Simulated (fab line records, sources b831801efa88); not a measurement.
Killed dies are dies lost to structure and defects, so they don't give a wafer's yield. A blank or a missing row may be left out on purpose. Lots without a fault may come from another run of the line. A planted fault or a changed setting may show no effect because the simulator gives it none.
A struck lot beside a sound one | flow sky130 | 32 steps out of a route of 708
Sound: wafers L896.4, L896.5, L896.6. Struck: wafers L910.2, L910.4, L910.6. The cause comes at the end.
At each step with rows: each side's tool, then ch and its chambers, then its first start. Under that, the readings that differ: sound wafers | struck wafers | difference of the means | sigmas: that difference in standard deviations of wafers without a fault.
alike: readings whose means differ by less than 2 such deviations, and words and numbers that are the same on both sides. not compared: withheld readings, readings that some wafer has no value for, bounds like >300 that may hide the same value, and numbers for which the record gives no deviation and whose values overlap.
The two part at a step that has a row with sigmas, a row that says differs or no value, or rows on one side only. Numbers that don't overlap but have no deviation are shown without sigmas and don't part them. A reading that every wafer of one side lacks parts them only if that side has two wafers or more.

SKY_FIELD_ISO_BOW_MEAS_00:
  sound on film_metro-04, day 2 06:04; struck on film_metro-02, day 5 04:01
  alike: INCOMING_BOW
SKY_FIELD_ISO_OXIDATION_01: stabilise 600 s, purge 300 s, target thk 12 nm.
  sound on furnace-02 ch 0, day 2 07:08; struck on furnace-02 ch 0, day 5 05:26
  alike: spike_tc_upper_C
SKY_FIELD_ISO_THK_MEAS_02:
  sound on film_metro-02, day 2 08:41; struck on film_metro-04, day 5 06:57
  alike: FIELD_ISO_OXIDATION_00_THK
then, 1 step without rows for these wafers: SKY_FIELD_ISO_CVD_03 (deposits Si3N4 from DCS/NH3, target thk 165 nm, time 2830 s).
SKY_FIELD_ISO_THK_MEAS_04:
  sound on film_metro-02, day 2 11:25; struck on film_metro-02, day 5 09:16
  alike: FIELD_ISO_CVD_03_THK
then, 8 steps without rows for these wafers: SKY_FIELD_ISO_DEHYDRATE_05 (time 60 s); SKY_FIELD_ISO_HMDS_06 (prime time 60 s); SKY_FIELD_ISO_COAT_07 (resist thk 60 nm); SKY_FIELD_ISO_COAT_08 (resist thk 450 nm); SKY_FIELD_ISO_SOFTBAKE_09 (time 90 s); SKY_FIELD_ISO_EXPOSE_10 (exposes mask FOM, target cd 150 nm); SKY_FIELD_ISO_PEB_11; SKY_FIELD_ISO_DEVELOP_12 (develop time 60 s).
SKY_FIELD_ISO_CD_MEAS_13: target cd 150 nm.
  sound on cd_sem-01, day 3 02:10; struck on cd_sem-01, day 6 04:16
  alike: cd_nm
SKY_FIELD_ISO_ETCH_14: etches BARC in N2/H2, stops on SiO2, time 45.9 s, target depth 60 nm.
  sound on rie_diel-04 ch 0,1,2, day 3 02:14; struck on rie_diel-04 ch 2,3, day 6 04:22
  alike: chamber_pressure_mTorr, drypump_motor_current_A, oes_product_au, throttle_valve_pct
  not compared: rf_hours_counter_h
SKY_FIELD_ISO_ETCH_15: etches the open film in CHF3/O2, stops on Si, target depth 180 nm, time 72 s.
  sound on rie_diel-04 ch 0,1,2, day 3 02:17; struck on rie_diel-04 ch 2,3, day 6 04:25
  alike: chamber_pressure_mTorr, drypump_motor_current_A, oes_product_au, throttle_valve_pct
  not compared: rf_hours_counter_h
SKY_FIELD_ISO_STRIP_16: strips in O2/N2.
  sound on plasma_asher-01 ch 0,1, day 3 02:22; struck on plasma_asher-01 ch 0,1, day 6 04:28
  reading             | sound          | struck         | difference | sigmas
  o2_flow_sccm (sccm) | 2973 3003 2981 | 3006 3015 3000 | +21        | +2
  alike: chamber_pressure_mTorr, drypump_motor_current_A, oes_product_au, strip_time_to_endpoint_s
  not compared: rf_hours_counter_h
SKY_FIELD_ISO_ETCH_17: etches Si in HBr/Cl2/O2, target depth 342 nm, time 97.7 s.
  sound on rie_si-02 ch 0,2,3, day 3 02:26; struck on rie_si-02 ch 0,1,3, day 6 04:34
  alike: HBr_flow_sccm, chamber_pressure_mTorr, drypump_motor_current_A, oes_product_au, throttle_valve_pct
  not compared: rf_hours_counter_h
then, 5 steps without rows for these wafers: SKY_FIELD_ISO_WET_ETCH_18 (etches Si3N4 in H3PO4, target depth 25 nm, time 286 s); SKY_FIELD_ISO_CLEAN_19 (cleans in SC1/SC2, time 150 s); SKY_FIELD_ISO_CLEAN_20 (cleans in dHF, time 20 s); SKY_FIELD_ISO_WET_ETCH_21 (etches SiO2 in dHF, target depth 20 nm, time 400 s); SKY_FIELD_ISO_OXIDATION_22 (stabilise 600 s, purge 300 s, target thk 10 nm).
SKY_FIELD_ISO_THK_MEAS_23:
  sound on film_metro-04, day 3 04:50; struck on film_metro-04, day 6 06:07
  alike: FIELD_ISO_OXIDATION_01_THK
then, 1 step without rows for these wafers: SKY_FIELD_ISO_CVD_24 (deposits SiO2, target thk 595 nm, time 99.2 s).
SKY_FIELD_ISO_THK_MEAS_25:
  sound on film_metro-02, day 3 04:58; struck on film_metro-03, day 6 06:15
  alike: FIELD_ISO_CVD_24_THK
then, 1 step without rows for these wafers: SKY_FIELD_ISO_ANNEAL_26 (time 1800 s).
SKY_FIELD_ISO_CMP_27: polishes, stops on Si3N4, t overpolish 16 s, target thk 457.8 nm.
  sound on cmp-02 ch 1,2,3, day 3 07:57; struck on cmp-02 ch 0,1,3, day 6 08:08
  alike: motor_current_A, overpolish_run_s, time_to_endpoint_s
then, 3 steps without rows for these wafers: SKY_FIELD_ISO_WET_ETCH_28 (etches SiO2 in dHF, target depth 23.7 nm, time 47 s); SKY_FIELD_ISO_WET_ETCH_29 (etches Si3N4 in H3PO4, target depth 160 nm, time 1825 s); SKY_FIELD_ISO_WET_ETCH_30 (etches SiO2 in dHF, target depth 25 nm, time 50 s).
-- the record jumps here: 43 days lie between the struck wafers' starts before and after (it left off in module FIELD_ISO and takes up again in module PAD_OPEN, whose first step shown is number 708 of the route) --
SKY_PAD_OPEN_PROBE_99:
  the record has rows for the struck wafers here (prober-01, day 49 16:35) and none for the sound ones

WHERE THEY PART
First at SKY_FIELD_ISO_STRIP_16; last, within this record, at SKY_PAD_OPEN_PROBE_99.

WHY: what the simulator had put in
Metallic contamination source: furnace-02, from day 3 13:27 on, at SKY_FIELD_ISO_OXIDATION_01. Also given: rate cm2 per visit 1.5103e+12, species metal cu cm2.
